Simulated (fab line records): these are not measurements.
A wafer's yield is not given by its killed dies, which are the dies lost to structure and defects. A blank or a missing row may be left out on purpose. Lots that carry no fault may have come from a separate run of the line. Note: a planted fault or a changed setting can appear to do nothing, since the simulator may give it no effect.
The same fault as seen by 2 desks    flow sky130    what lay behind the numbers comes last; until then each desk has only its own

TOOL OWNER'S DESK, furnace-02
The tool's own readings at SKY_SONOS_ONO_OXIDATION_00 (stabilise 600 s, purge 300 s, target thk 2.6 nm): means of the sampled wafers that have a number, for each lot that ran on this tool. Any lot whose mean is over 4 standard deviations away from the usual mean is out of limits and marked OUT; that distance is given in the brackets.
Columns: A = ox_temp_c at SKY_SONOS_ONO_OXIDATION_00, usual 800.0 C; B = ox_temp_c_max at SKY_SONOS_ONO_OXIDATION_00, usual 803.5; C = zone_power_top_pct at SKY_SONOS_ONO_OXIDATION_00, usual 30.4 %; D = zone_power_upper_pct at SKY_SONOS_ONO_OXIDATION_00, usual 14.9 %
lot   first seen here  A      B      C     D
L536  day 12 10:56     800.7  804.0  30.7  15.7
L539  day 13 05:57     799.9  803.8  30.6  15.7
L540  day 13 21:44     800.2  803.9  31.4  15.7
L541  day 14 11:08     800.2  803.4  31.1  15.7
L545  day 15 13:11     800.2  803.8  31.2  15.6
L555  day 18 15:09     800.1  803.6  30.9  15.6
L556  day 19 07:42     799.6  803.3  31.1  15.7
This desk found nothing out of limits on any of the 7 lots.

AT THE METROLOGY DESK
What the gauges read for every lot (on any tool): the sampled wafers with a number, averaged. Any lot whose mean is over 4 standard deviations away from the usual mean is out of limits and marked OUT; that distance is given in the brackets.
Columns: A = cd_nm at SKY_POLY_GATE_CD_MEAS_22, usual 149.1 nm; B = cd_nm at SKY_POLY_CUT_CD_MEAS_08, usual 270.1 nm
lot   first seen here  A      B
L534  day 16 15:47     150.1  269.1
L535  day 17 08:19     148.5  268.8
L536  day 17 16:31     149.2  269.5
L537  day 18 12:20     146.0  268.9
L539  day 18 12:25     149.6  271.1
L538  day 18 12:30     148.7  268.5
L540  day 19 14:35     148.5  269.9
L542  day 20 02:55     149.8  269.5
L541  day 20 03:02     147.7  271.1
L545  day 21 02:31     150.1  271.1
L555  day 24 13:54     149.0  268.7
L556  day 24 21:54     154.2  268.4
This desk found nothing out of limits on any of the 12 lots.

BROUGHT TOGETHER
The tool owner's desk saw nothing out of limits.
At the metrology desk, nothing out of limits was observed.

WHAT HAD BEEN PUT IN BY THE SIMULATOR
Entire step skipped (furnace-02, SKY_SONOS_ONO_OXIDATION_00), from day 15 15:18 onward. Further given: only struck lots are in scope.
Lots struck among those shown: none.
